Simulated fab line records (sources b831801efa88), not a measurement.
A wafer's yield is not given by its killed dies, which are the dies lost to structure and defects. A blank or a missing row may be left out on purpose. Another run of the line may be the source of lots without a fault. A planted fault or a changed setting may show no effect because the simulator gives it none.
fab line records    flow sky130
record: lots: 10  wafers: 30  last_day: 50
route steps=708 shown VIA2@527 METAL3@536 CAPM@539 PAD_OPEN@708
lots with no fault: from the same line, run without faults
start_h: hours from the record's opening day to when the first of the lot's shown wafers began    wait_h: hours from the lot's prior step to this one    " unchanged from the row above    L1.1+2: several wafers, shown together as one row    - either no value or no given start    * or withheld: withheld    < > ~ a bound
route shown NAME@n: names a module that has steps shown in the file, with the first one's number in the route    usual: mean and standard deviation over wafers with no fault    same: alike in all rows    chamber/n: place in a boat    sites: per-site readings    _std_site: standard deviation of those values    _edge_site: outer sites' mean less inner sites'    radius_mm: how far each site lies from the wafer's centre    mask NAME#n: copy n    behind: the tool/chamber that last shaped the wafer    hold: why the lot was held/for how many hours/how that ended    device: the n, p or np transistor that did not switch    end of line: at the end of the route, the tests of the same wafers    a step with no rows: only its recipe    killed: dies lost to structure and defects at the first sort, not the wafer's yield    map: dies across one wafer; x = killed, . = not, _ = none there
set.NAME: the setting the step ran with; set.NAME@STEP: the setting that earlier step ran with    model.NAME: the simulator's own value behind a step, which no gauge read
a sample of lots followed through the steps of the route, with each step as a table and each wafer as a row
services: when a tool's chamber went out of use (start_h, in hours from the record's first day, below 0 if earlier), for how many hours, and the reason
== steps ==
step: SKY_VIA2_SPUTTER_20
recipe: material: TiN  target_thk_nm: 20  chamber_pressure_pa: 5  power_w: 4000  time_s: 80
usual: throttle_valve_pct: 30.1/0.65
lot.wafer  tool            chamber  start_h  wait_h  throttle_valve_pct
L559.1     pvd_sputter-04  -        851.73   0.0     29.7
L559.2     "               -        "        "       30.2
L559.5     "               -        "        "       30.2
L561.1     pvd_sputter-04  -        874.06   0.0     29.8
L561.4     "               -        "        "       30.1
L561.6     "               -        "        "       30.2
L564.3     pvd_sputter-04  -        893.82   0.0     29.6
L564.4     "               -        "        "       30.0
L564.6     "               -        "        "       30.0
L565.3     pvd_sputter-01  -        919.10   0.0     30.0
L565.4     "               -        "        "       29.7
L565.5     "               -        "        "       29.7
L566.3     pvd_sputter-04  -        919.41   0.0     30.3
L566.4     "               -        "        "       29.6
L566.6     "               -        "        "       29.6
L575.1     pvd_sputter-03  -        972.81   0.0     31.1
L575.2     "               -        "        "       31.5
L575.5     "               -        "        "       30.7
L577.1     pvd_sputter-01  -        988.45   0.0     29.6
L577.3     "               -        "        "       29.8
L577.6     "               -        "        "       29.8
L578.2     pvd_sputter-04  -        990.76   0.0     29.6
L578.3     "               -        "        "       30.1
L578.6     "               -        "        "       30.2
L580.3     pvd_sputter-04  -        1001.04  0.0     30.4
L580.4     "               -        "        "       30.3
L580.6     "               -        "        "       29.7
L581.2     pvd_sputter-04  -        1011.62  0.0     30.2
L581.3     "               -        "        "       29.6
L581.5     "               -        "        "       29.7
step: SKY_METAL3_SPUTTER_04
recipe: material: TiN  target_thk_nm: 70  power_w: 6500  time_s: 58.3  chamber_pressure_pa: 0.4
usual: throttle_valve_pct: 30.1/0.78
lot.wafer  tool            chamber  start_h  wait_h  throttle_valve_pct
L559.1     pvd_sputter-01  -        852.65   0.0     30.0
L559.2     "               -        "        "       30.0
L559.5     "               -        "        "       28.3
L561.1     pvd_sputter-03  -        874.84   0.0     31.4
L561.4     "               -        "        "       30.7
L561.6     "               -        "        "       30.7
L564.3     pvd_sputter-03  -        894.59   0.0     30.9
L564.4     "               -        "        "       30.6
L564.6     "               -        "        "       31.3
L565.3     pvd_sputter-02  -        919.88   0.0     30.5
L565.4     "               -        "        "       30.5
L565.5     "               -        "        "       29.5
L566.3     pvd_sputter-01  -        920.19   0.0     30.2
L566.4     "               -        "        "       28.3
L566.6     "               -        "        "       29.9
L575.1     pvd_sputter-01  -        973.59   0.0     30.2
L575.2     "               -        "        "       30.0
L575.5     "               -        "        "       30.3
L577.1     pvd_sputter-02  -        989.22   0.0     29.7
L577.3     "               -        "        "       30.6
L577.6     "               -        "        "       29.4
L578.2     pvd_sputter-01  -        991.53   0.0     29.9
L578.3     "               -        "        "       28.5
L578.6     "               -        "        "       29.8
L580.3     pvd_sputter-01  -        1001.82  0.0     30.1
L580.4     "               -        "        "       28.4
L580.6     "               -        "        "       28.5
L581.2     pvd_sputter-01  -        1012.40  0.0     29.9
L581.3     "               -        "        "       28.3
L581.5     "               -        "        "       28.5
step: SKY_CAPM_SPUTTER_02
recipe: material: TiN  target_thk_nm: 200  temp_c: 300  power_w: 6500  time_s: 166.7  chamber_pressure_pa: 0.4
usual: throttle_valve_pct: 29.9/0.43
lot.wafer  tool            chamber  start_h  wait_h  throttle_valve_pct
L559.1     pvd_sputter-04  -        852.78   0.1     30.2
L559.2     "               -        "        "       29.6
L559.5     "               -        "        "       29.9
L561.1     pvd_sputter-04  -        874.97   0.1     30.0
L561.4     "               -        "        "       29.8
L561.6     "               -        "        "       30.2
L564.3     pvd_sputter-01  -        894.72   0.0     29.7
L564.4     "               -        "        "       30.1
L564.6     "               -        "        "       29.9
L565.3     pvd_sputter-04  -        920.01   0.0     29.8
L565.4     "               -        "        "       30.4
L565.5     "               -        "        "       29.8
L566.3     pvd_sputter-04  -        920.32   0.0     29.8
L566.4     "               -        "        "       30.4
L566.6     "               -        "        "       30.2
L575.1     pvd_sputter-04  -        973.72   0.1     30.3
L575.2     "               -        "        "       29.7
L575.5     "               -        "        "       30.1
L577.1     pvd_sputter-04  -        989.35   0.1     30.4
L577.3     "               -        "        "       29.7
L577.6     "               -        "        "       29.7
L578.2     pvd_sputter-04  -        991.66   0.0     30.0
L578.3     "               -        "        "       29.9
L578.6     "               -        "        "       29.9
L580.3     pvd_sputter-04  -        1001.95  0.0     29.5
L580.4     "               -        "        "       29.7
L580.6     "               -        "        "       30.2
L581.2     pvd_sputter-02  -        1012.53  0.0     30.1
L581.3     "               -        "        "       29.8
L581.5     "               -        "        "       29.9
step: SKY_CAPM_RS_MEAS_03
recipe: thk_meas_gauge: four-point-probe  reads: TiN_of_CAPM_SPUTTER_02
usual: CAPM_TIN_RS: 6.87/0.08
lot.wafer  tool           chamber  start_h  wait_h  CAPM_TIN_RS[ohm/sq]
L559.1     film_metro-03  -        852.89   0.1     6.76
L559.2     "              -        "        "       6.93
L559.5     "              -        "        "       6.85
L561.1     film_metro-04  -        875.08   0.1     6.84
L561.4     "              -        "        "       6.84
L561.6     "              -        "        "       6.86
L564.3     film_metro-04  -        894.87   0.1     6.90
L564.4     "              -        "        "       6.92
L564.6     "              -        "        "       6.97
L565.3     film_metro-03  -        920.16   0.1     6.87
L565.4     "              -        "        "       5.51
L565.5     "              -        "        "       6.85
L566.3     film_metro-03  -        920.47   0.1     6.87
L566.4     "              -        "        "       5.53
L566.6     "              -        "        "       6.89
L575.1     film_metro-03  -        973.83   0.1     6.76
L575.2     "              -        "        "       6.78
L575.5     "              -        "        "       6.79
L577.1     film_metro-04  -        989.46   0.1     6.79
L577.3     "              -        "        "       6.85
L577.6     "              -        "        "       6.81
L578.2     film_metro-04  -        991.79   0.1     6.97
L578.3     "              -        "        "       6.90
L578.6     "              -        "        "       6.89
L580.3     film_metro-04  -        1002.10  0.1     6.76
L580.4     "              -        "        "       6.92
L580.6     "              -        "        "       6.80
L581.2     film_metro-03  -        1012.66  0.1     6.66
L581.3     "              -        "        "       6.83
L581.5     "              -        "        "       6.85
step: SKY_CAPM_THK_MEAS_04
recipe: thk_meas_gauge: xrf  reads: TiN_of_CAPM_SPUTTER_02
usual: CAPM_TIN_THK: 201.5/2.6
lot.wafer  tool           chamber  start_h  wait_h  CAPM_TIN_THK[nm]
L559.1     film_metro-03  -        853.01   0.1     205.2
L559.2     "              -        "        "       200.4
L559.5     "              -        "        "       201.6
L561.1     film_metro-04  -        875.20   0.1     201.3
L561.4     "              -        "        "       201.8
L561.6     "              -        "        "       199.8
L564.3     film_metro-04  -        894.97   0.1     199.6
L564.4     "              -        "        "       199.3
L564.6     "              -        "        "       197.1
L565.3     film_metro-03  -        920.26   0.1     201.4
L565.4     "              -        "        "       250.1
L565.5     "              -        "        "       201.9
L566.3     film_metro-03  -        920.57   0.1     201.0
L566.4     "              -        "        "       250.7
L566.6     "              -        "        "       201.1
L575.1     film_metro-03  -        973.95   0.1     205.1
L575.2     "              -        "        "       205.3
L575.5     "              -        "        "       204.9
L577.1     film_metro-04  -        989.58   0.1     202.8
L577.3     "              -        "        "       201.7
L577.6     "              -        "        "       202.5
L578.2     film_metro-04  -        991.90   0.1     198.0
L578.3     "              -        "        "       200.1
L578.6     "              -        "        "       200.6
L580.3     film_metro-04  -        1002.20  0.1     204.4
L580.4     "              -        "        "       199.8
L580.6     "              -        "        "       203.1
L581.2     film_metro-03  -        1012.77  0.1     207.4
L581.3     "              -        "        "       202.7
L581.5     "              -        "        "       202.4
step: SKY_CAPM_METAL_ETCH_13
recipe: target_depth_nm: 220  stop_on: SiO2  chemistry: Cl2/BCl3  target: TiN  pressure_mtorr: 10  icp_w: 918.5  bias_w: 48.5  Cl2_flow_sccm: 60  bcl3_flow_sccm: 30  time_s: 62.9
usual: drypump_motor_current_A: 6.0/0.48  oes_product_au: 0.944/0.0077  throttle_valve_pct: 21.900/0.01
lot.wafer  tool          chamber  start_h  wait_h  drypump_motor_current_A  oes_product_au  rf_hours_counter_h  throttle_valve_pct
L559.1     rie_metal-03  0        878.63   0.0     6.4                      0.947           5                   21.895
L559.2     "             1        "        "       5.0                      0.941           3                   21.894
L559.5     "             1        "        "       5.0                      0.939           -                   21.905
L561.1     rie_metal-01  1        900.66   0.0     6.6                      0.953           3                   21.901
L561.4     "             1        "        "       6.6                      0.947           -                   21.909
L561.6     "             0        "        "       5.4                      0.950           -                   21.905
L564.3     rie_metal-03  0        919.78   0.0     6.4                      0.945           -                   21.921
L564.4     "             1        "        "       5.0                      0.945           -                   21.886
L564.6     "             0        "        "       6.4                      0.937           -                   21.906
L565.3     rie_metal-04  1        943.84   0.0     6.2                      0.945           -                   21.890
L565.4     "             0        "        "       6.1                      1.016           -                   21.842
L565.5     "             0        "        "       6.1                      0.943           -                   21.889
L566.3     rie_metal-01  0        944.86   0.0     5.4                      0.943           -                   21.909
L566.4     "             1        "        "       6.6                      1.020           -                   21.842
L566.6     "             0        "        "       5.4                      0.948           -                   21.896
L575.1     rie_metal-04  0        997.33   0.0     6.1                      0.947           14                  21.897
L575.2     "             1        "        "       6.2                      0.951           13                  21.895
L575.5     "             1        "        "       6.2                      0.959           -                   21.901
L577.1     rie_metal-03  0        1012.56  0.0     6.4                      0.958           13                  21.909
L577.3     "             0        "        "       6.4                      0.952           -                   21.887
L577.6     "             1        "        "       5.0                      0.942           -                   21.894
L578.2     rie_metal-04  1        1014.66  0.0     6.2                      0.933           13                  21.907
L578.3     "             0        "        "       6.1                      0.950           -                   21.906
L578.6     "             0        "        "       6.0                      0.937           -                   21.903
L580.3     rie_metal-04  0        1024.86  0.0     6.1                      0.956           -                   21.888
L580.4     "             1        "        "       6.2                      0.933           -                   21.901
L580.6     "             0        "        "       6.1                      0.955           -                   21.892
L581.2     rie_metal-04  1        1035.18  0.0     6.2                      0.958           14                  21.874
L581.3     "             1        "        "       6.2                      0.944           -                   21.901
L581.5     "             1        "        "       6.2                      0.939           -                   21.905
step: SKY_CAPM_STRIP_14
recipe: chemistry: O2/N2  power_w: 1400  pressure_mtorr: 1500  platen_temp_c: withheld  o2_flow_sccm: 3000  n2_flow_sccm: 300  overash_fraction: 0.5
usual: drypump_motor_current_A: 5.8/0.69  n2_flow_sccm: 300.0/0.95  oes_product_au: 0.710/0.0043  strip_time_to_endpoint_s: 12.63/0.042
lot.wafer  tool             chamber  start_h  wait_h  drypump_motor_current_A  n2_flow_sccm  oes_product_au  rf_hours_counter_h  strip_time_to_endpoint_s
L559.1     plasma_asher-04  1        878.71   0.1     6.2                      299.3         0.702           97                  12.59
L559.2     "                0        "        "       6.4                      300.3         0.713           97                  12.63
L559.5     "                0        "        "       6.3                      299.3         0.709           -                   12.65
L561.1     plasma_asher-01  1        900.74   0.1     5.1                      299.1         0.709           81                  12.56
L561.4     "                1        "        "       5.0                      298.7         0.709           -                   12.58
L561.6     "                1        "        "       5.0                      299.6         0.706           -                   12.68
L564.3     plasma_asher-01  0        919.86   0.1     6.5                      299.8         0.713           -                   12.65
L564.4     "                1        "        "       5.1                      299.9         0.713           -                   12.67
L564.6     "                0        "        "       6.6                      299.4         0.710           -                   12.61
L565.3     plasma_asher-01  0        943.92   0.1     6.6                      300.7         0.705           -                   12.64
L565.4     "                1        "        "       5.1                      300.8         0.712           -                   12.64
L565.5     "                0        "        "       6.6                      301.0         0.712           -                   12.67
L566.3     plasma_asher-04  0        944.94   0.1     6.4                      301.8         0.713           -                   12.62
L566.4     "                1        "        "       6.2                      298.7         0.706           -                   12.58
L566.6     "                0        "        "       6.4                      301.3         0.719           -                   12.65
L575.1     plasma_asher-04  0        997.41   0.1     6.4                      300.3         0.716           111                 12.66
L575.2     "                1        "        "       6.2                      301.2         0.709           111                 12.71
L575.5     "                1        "        "       6.3                      299.5         0.714           -                   12.72
L577.1     plasma_asher-02  1        1012.64  0.1     4.7                      300.9         0.715           27                  12.62
L577.3     "                0        "        "       6.1                      300.6         0.707           -                   12.62
L577.6     "                1        "        "       4.7                      300.0         0.719           -                   12.69
L578.2     plasma_asher-01  0        1014.74  0.1     6.5                      297.8         0.714           93                  12.62
L578.3     "                1        "        "       5.1                      299.8         0.709           -                   12.61
L578.6     "                1        "        "       5.1                      300.2         0.717           -                   12.63
L580.3     plasma_asher-02  1        1024.94  0.1     4.7                      298.7         0.709           -                   12.66
L580.4     "                0        "        "       6.1                      300.3         0.713           -                   12.68
L580.6     "                1        "        "       4.8                      299.1         0.702           -                   12.61
L581.2     plasma_asher-02  1        1035.26  0.1     4.8                      300.9         0.705           29                  12.67
L581.3     "                1        "        "       4.8                      299.7         0.714           -                   12.66
L581.5     "                0        "        "       6.1                      299.5         0.708           -                   12.69
step: SKY_PAD_OPEN_PROBE_99
usual: defect_limited_yield: 82.4/2  killed_at_M0_to_M3: 43/6.6  killed_at_M4_up: 3.0/1.7  killed_at_contacts: 24/5.4  killed_at_front_end: 16/4.6  killed_at_other: 0.3/0.53  killed_dies: 87/9.7  killed_open: 47/7.3  killed_short: 39/6.5
same: gross_dies: 492  killed_at_back_side: 0
lot.wafer  tool       chamber  start_h  wait_h  defect_limited_yield[%]  killed_at_M0_to_M3  killed_at_M4_up  killed_at_contacts  killed_at_front_end  killed_at_other  killed_dies  killed_open  killed_short
L559.1     prober-02  -        1077.71  0.1     83.5                     37                  1                28                  14                   1                81           45           36
L559.2     prober-02  -        1077.76  0.1     82.7                     47                  2                26                  10                   0                85           42           43
L559.5     prober-02  -        1077.91  0.2     83.9                     35                  1                33                  10                   0                79           41           38
L561.1     prober-02  -        1095.76  0.1     83.9                     39                  2                23                  14                   1                79           43           36
L561.4     prober-02  -        1095.91  0.2     82.1                     42                  6                25                  14                   1                88           45           43
L561.6     prober-02  -        1096.01  0.2     81.9                     45                  0                27                  17                   0                89           48           41
L564.3     prober-01  -        1111.53  0.2     83.9                     38                  4                20                  17                   0                79           43           35
L564.4     prober-01  -        1111.58  0.2     80.1                     46                  4                34                  14                   0                98           56           42
L564.6     prober-01  -        1111.68  0.2     81.9                     42                  3                26                  18                   0                89           56           31
L565.3     prober-01  -        1128.99  0.2     83.1                     36                  6                27                  12                   2                83           52           31
L565.4     prober-01  -        1129.04  0.2     81.3                     47                  3                19                  22                   1                92           53           39
L565.5     prober-01  -        1129.09  0.2     81.1                     44                  2                27                  19                   1                93           54           39
L566.3     prober-02  -        1131.51  0.2     78.7                     49                  3                31                  22                   0                105          62           43
L566.4     prober-02  -        1131.56  0.2     80.9                     46                  1                29                  18                   0                94           52           42
L566.6     prober-02  -        1131.66  0.2     76.6                     66                  5                26                  18                   0                115          61           53
L575.1     prober-01  -        1171.40  0.1     83.9                     39                  1                22                  17                   0                79           38           41
L575.2     prober-01  -        1171.45  0.1     85.8                     37                  4                16                  13                   0                70           35           35
L575.5     prober-01  -        1171.60  0.2     81.7                     49                  0                24                  16                   1                90           46           43
L577.1     prober-01  -        1182.68  0.1     81.7                     55                  4                26                  5                    0                90           46           44
L577.3     prober-01  -        1182.78  0.2     83.1                     33                  4                23                  23                   0                83           41           42
L577.6     prober-01  -        1182.93  0.2     85.2                     36                  1                20                  16                   0                73           35           38
L578.2     prober-02  -        1183.61  0.1     83.9                     47                  5                8                   19                   0                79           39           40
L578.3     prober-02  -        1183.66  0.2     85.6                     37                  1                14                  19                   0                71           37           34
L578.6     prober-02  -        1183.81  0.2     81.5                     46                  3                28                  14                   0                91           46           44
L580.3     prober-02  -        1191.23  0.2     84.3                     37                  1                23                  16                   0                77           41           36
L580.4     prober-02  -        1191.28  0.2     84.6                     36                  2                17                  21                   0                76           46           30
L580.6     prober-02  -        1191.38  0.2     84.3                     46                  2                18                  11                   0                77           42           35
L581.2     prober-01  -        1200.01  0.1     82.9                     41                  2                22                  18                   1                84           50           33
L581.3     prober-01  -        1200.06  0.2     83.1                     36                  7                26                  13                   1                83           44           38
L581.5     prober-01  -        1200.16  0.2     79.3                     48                  2                35                  16                   1                102          59           42
killed by level:class
L559.1 VIA1:geometric_particle:open=12 CONTACT:geometric_particle:open=7 LOCAL_INTERCONNECT:geometric_particle:short=7 LI_CONTACT:geometric_particle:open=6 CONTACT:geometric_particle:short=5 METAL1:geometric_particle:short=5 VIA3:geometric_particle:open=5 FIELD_ISO:geometric_particle:open=4
L559.2 VIA1:geometric_particle:open=10 CONTACT:geometric_particle:open=9 VIA1:geometric_particle:short=8 METAL1:geometric_particle:short=7 LI_CONTACT:geometric_particle:open=6 VIA3:geometric_particle:open=6 VIA2:geometric_particle:open=5 POLY_GATE:geometric_particle:short=4
L559.5 CONTACT:geometric_particle:open=15 CONTACT:geometric_particle:short=8 VIA1:geometric_particle:open=7 VIA1:geometric_particle:short=6 FIELD_ISO:geometric_particle:open=5 METAL2:geometric_particle:short=4 LI_CONTACT:geometric_particle:open=4 METAL1:geometric_particle:short=4
L561.1 LI_CONTACT:geometric_particle:open=10 VIA1:geometric_particle:open=6 VIA2:geometric_particle:open=6 METAL2:geometric_particle:short=5 CONTACT:geometric_particle:short=5 CONTACT:geometric_particle:open=5 FIELD_ISO:geometric_particle:open=4 VIA2:geometric_particle:short=4
L561.4 METAL1:geometric_particle:short=10 VIA1:geometric_particle:open=8 FIELD_ISO:geometric_particle:short=6 VIA3:geometric_particle:open=6 LI_CONTACT:geometric_particle:open=5 LOCAL_INTERCONNECT:geometric_particle:short=5 CONTACT:geometric_particle:open=5 FIELD_ISO:geometric_particle:open=4
L561.6 LI_CONTACT:geometric_particle:open=9 CONTACT:geometric_particle:open=9 VIA2:geometric_particle:open=9 METAL1:geometric_particle:short=7 POLY_GATE:geometric_particle:open=6 VIA1:geometric_particle:short=6 LOCAL_INTERCONNECT:geometric_particle:short=6 VIA1:geometric_particle:open=5
L564.3 VIA1:geometric_particle:open=10 VIA2:geometric_particle:open=8 LI_CONTACT:geometric_particle:open=7 CONTACT:geometric_particle:open=7 POLY_GATE:geometric_particle:short=5 METAL2:geometric_particle:short=5 FIELD_ISO:geometric_particle:short=4 VIA3:geometric_particle:short=4
L564.4 VIA1:geometric_particle:open=14 CONTACT:geometric_particle:open=12 LI_CONTACT:geometric_particle:open=9 CONTACT:geometric_particle:short=7 VIA3:geometric_particle:open=6 METAL2:geometric_particle:short=6 FIELD_ISO:geometric_particle:short=5 POLY_GATE:geometric_particle:open=4
L564.6 LI_CONTACT:geometric_particle:open=10 CONTACT:geometric_particle:open=9 VIA1:geometric_particle:open=9 POLY_GATE:geometric_particle:open=8 VIA3:geometric_particle:open=8 VIA2:geometric_particle:open=5 VIA1:geometric_particle:short=5 FIELD_ISO:geometric_particle:short=4
L565.3 VIA1:geometric_particle:open=14 LI_CONTACT:geometric_particle:open=7 LI_CONTACT:geometric_particle:short=5 CONTACT:geometric_particle:open=5 VIA2:geometric_particle:open=5 POLY_GATE:geometric_particle:open=4 LOCAL_INTERCONNECT:geometric_particle:open=4 METAL1:geometric_particle:short=4
L565.4 VIA2:geometric_particle:open=10 VIA3:geometric_particle:open=9 VIA1:geometric_particle:open=8 FIELD_ISO:geometric_particle:open=7 LI_CONTACT:geometric_particle:open=7 CONTACT:geometric_particle:open=7 METAL2:geometric_particle:short=6 POLY_GATE:geometric_particle:short=5
L565.5 CONTACT:geometric_particle:open=10 VIA1:geometric_particle:open=9 LI_CONTACT:geometric_particle:open=8 VIA2:geometric_particle:open=8 FIELD_ISO:geometric_particle:open=7 METAL1:geometric_particle:short=7 METAL2:geometric_particle:short=6 CONTACT:geometric_particle:short=5
L566.3 VIA1:geometric_particle:open=17 CONTACT:geometric_particle:open=16 FIELD_ISO:geometric_particle:short=9 FIELD_ISO:geometric_particle:open=6 VIA1:geometric_particle:short=5 METAL2:geometric_particle:short=5 VIA2:geometric_particle:open=5 METAL3:geometric_particle:short=5
L566.4 VIA1:geometric_particle:open=13 CONTACT:geometric_particle:open=10 VIA3:geometric_particle:open=8 LI_CONTACT:geometric_particle:open=6 METAL2:geometric_particle:short=6 FIELD_ISO:geometric_particle:short=5 LI_CONTACT:geometric_particle:short=5 VIA2:geometric_particle:open=5
L566.6 VIA2:geometric_particle:open=12 VIA1:geometric_particle:open=12 VIA1:geometric_particle:short=10 METAL1:geometric_particle:short=8 CONTACT:geometric_particle:open=7 VIA3:geometric_particle:open=7 LI_CONTACT:geometric_particle:short=5 LI_CONTACT:geometric_particle:open=5
L575.1 CONTACT:geometric_particle:open=11 VIA3:geometric_particle:open=7 VIA1:geometric_particle:short=6 VIA1:geometric_particle:open=6 POLY_GATE:geometric_particle:short=5 METAL1:geometric_particle:short=5 METAL2:geometric_particle:short=5 FIELD_ISO:geometric_particle:short=3
L575.2 VIA1:geometric_particle:open=12 CONTACT:geometric_particle:open=7 METAL1:geometric_particle:short=7 VIA3:geometric_particle:open=5 VIA3:geometric_particle:short=5 LOCAL_INTERCONNECT:geometric_particle:short=5 FIELD_ISO:geometric_particle:short=3 FIELD_ISO:geometric_particle:open=3
L575.5 CONTACT:geometric_particle:open=10 LI_CONTACT:geometric_particle:open=7 VIA1:geometric_particle:open=7 METAL1:geometric_particle:short=6 METAL3:geometric_particle:short=6 VIA3:geometric_particle:short=6 FIELD_ISO:geometric_particle:open=5 METAL2:geometric_particle:short=5
L577.1 CONTACT:geometric_particle:open=10 VIA1:geometric_particle:open=9 VIA2:geometric_particle:open=9 LI_CONTACT:geometric_particle:open=8 METAL1:geometric_particle:short=8 CONTACT:geometric_particle:short=5 VIA1:geometric_particle:short=5 VIA2:geometric_particle:short=5
L577.3 CONTACT:geometric_particle:open=10 CONTACT:geometric_particle:short=9 VIA1:geometric_particle:open=9 POLY_GATE:geometric_particle:short=7 METAL1:geometric_particle:short=6 SPACER:geometric_particle:short=4 FIELD_ISO:geometric_particle:short=4 VIA2:geometric_particle:open=4
L577.6 CONTACT:geometric_particle:open=10 POLY_GATE:geometric_particle:short=6 METAL2:geometric_particle:short=6 VIA3:geometric_particle:open=6 METAL1:geometric_particle:short=5 VIA1:geometric_particle:open=5 VIA3:geometric_particle:short=5 FIELD_ISO:geometric_particle:short=4
L578.2 VIA1:geometric_particle:open=12 METAL2:geometric_particle:short=7 VIA2:geometric_particle:open=7 POLY_GATE:geometric_particle:short=5 METAL1:geometric_particle:short=5 METAL4:geometric_particle:short=5 FIELD_ISO:geometric_particle:open=4 VIA3:geometric_particle:open=4
L578.3 VIA1:geometric_particle:open=9 FIELD_ISO:geometric_particle:short=6 CONTACT:geometric_particle:open=6 METAL1:geometric_particle:short=5 VIA2:geometric_particle:open=5 POLY_GATE:geometric_particle:open=4 VIA3:geometric_particle:open=4 LOCAL_INTERCONNECT:geometric_particle:short=3
L578.6 VIA1:geometric_particle:open=11 CONTACT:geometric_particle:open=8 VIA1:geometric_particle:short=6 POLY_GATE:geometric_particle:short=5 LI_CONTACT:geometric_particle:open=5 METAL1:geometric_particle:short=5 METAL3:geometric_particle:short=5 LI_CONTACT:geometric_particle:short=4
L580.3 CONTACT:geometric_particle:open=8 VIA2:geometric_particle:open=8 LI_CONTACT:geometric_particle:open=6 CONTACT:geometric_particle:short=6 POLY_GATE:geometric_particle:short=5 VIA1:geometric_particle:open=5 METAL1:geometric_particle:short=5 VIA3:geometric_particle:open=5
L580.4 POLY_GATE:geometric_particle:open=10 VIA1:geometric_particle:open=10 VIA2:geometric_particle:open=6 VIA3:geometric_particle:open=6 LOCAL_INTERCONNECT:geometric_particle:short=5 CONTACT:geometric_particle:open=5 FIELD_ISO:geometric_particle:short=4 FIELD_ISO:geometric_particle:open=3
L580.6 VIA1:geometric_particle:open=10 METAL1:geometric_particle:short=8 VIA3:geometric_particle:open=7 LI_CONTACT:geometric_particle:open=5 VIA2:geometric_particle:open=5 FIELD_ISO:geometric_particle:open=4 FIELD_ISO:geometric_particle:short=4 LI_CONTACT:geometric_particle:short=4
L581.2 VIA1:geometric_particle:open=13 CONTACT:geometric_particle:open=9 POLY_GATE:geometric_particle:open=6 VIA2:geometric_particle:open=6 CONTACT:geometric_particle:short=5 VIA3:geometric_particle:open=5 METAL2:geometric_particle:short=4 POLY_GATE:geometric_particle:short=4
L581.3 VIA1:geometric_particle:open=12 LI_CONTACT:geometric_particle:open=9 CONTACT:geometric_particle:open=8 FIELD_ISO:geometric_particle:short=6 METAL1:geometric_particle:short=5 METAL4:geometric_particle:short=5 CONTACT:geometric_particle:short=4 VIA3:geometric_particle:open=4
L581.5 CONTACT:geometric_particle:open=14 VIA1:geometric_particle:open=13 LI_CONTACT:geometric_particle:open=7 METAL2:geometric_particle:short=7 FIELD_ISO:geometric_particle:short=6 VIA3:geometric_particle:open=6 LI_CONTACT:geometric_particle:short=5 METAL1:geometric_particle:short=5
== services ==
tool             chamber  start_h  hours  kind
pvd_sputter-03   0        829.07   -      consumable_replace:kit
pvd_sputter-03   0        829.07   18.0   scheduled_down
pvd_sputter-03   0        829.07   18.0   vent_cycle
pvd_sputter-01   3        832.59   -      consumable_replace:kit
pvd_sputter-01   3        832.59   18.0   scheduled_down
pvd_sputter-01   3        832.59   18.0   vent_cycle
pvd_sputter-02   -        840.85   7.5    repair
rie_metal-04     0        847.11   5.1    repair
plasma_asher-02  -        851.91   14.6   pm
pvd_sputter-01   -        866.47   1.9    repair
pvd_sputter-01   -        870.52   12.4   repair
plasma_asher-01  -        876.24   2.8    pm
rie_metal-01     -        886.30   1.9    repair
plasma_asher-01  -        905.24   1.4    repair
pvd_sputter-02   -        928.40   1.7    repair
pvd_sputter-04   0        958.13   -      consumable_replace:kit
pvd_sputter-04   0        958.13   18.0   scheduled_down
pvd_sputter-04   0        958.13   18.0   vent_cycle
plasma_asher-04  -        970.43   4.3    repair
rie_metal-04     0        978.79   14.7   repair
pvd_sputter-03   -        985.08   0.5    repair
plasma_asher-04  -        1009.51  4.9    repair
plasma_asher-02  -        1016.69  2.8    pm
pvd_sputter-03   -        1020.49  6.9    repair
== key ==
first_sign: step: SKY_CAPM_RS_MEAS_03  reading: CAPM_TIN_RS  direction: down  sigmas: 17  usual: 6.87  struck: 5.52
effect: step: SKY_CAPM_THK_MEAS_04  reading: CAPM_TIN_THK  direction: up  sigmas: 19  usual: 201.5  struck: 250.4
effect: step: SKY_CAPM_METAL_ETCH_13  reading: oes_product_au  direction: up  sigmas: 9.6  usual: 0.944  struck: 1.018
met_at SKY_CAPM_SPUTTER_02
struck_lots L565,L566
struck_wafers L565.4,L566.4
not_acting_at SKY_VIA2_SPUTTER_20,SKY_METAL3_SPUTTER_04,SKY_CAPM_STRIP_14
onset_between 874.97 920.01
fault: kind: process_parameter_drift  tool: pvd_sputter-04  chamber: -  onset_h: 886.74  steps: SKY_CAPM_SPUTTER_02  channel: target_thk_nm  offset: 48.138  shape: step  end_h: 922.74  acts_in: these_recipes_only  stated: 200  scope: struck_wafers_only
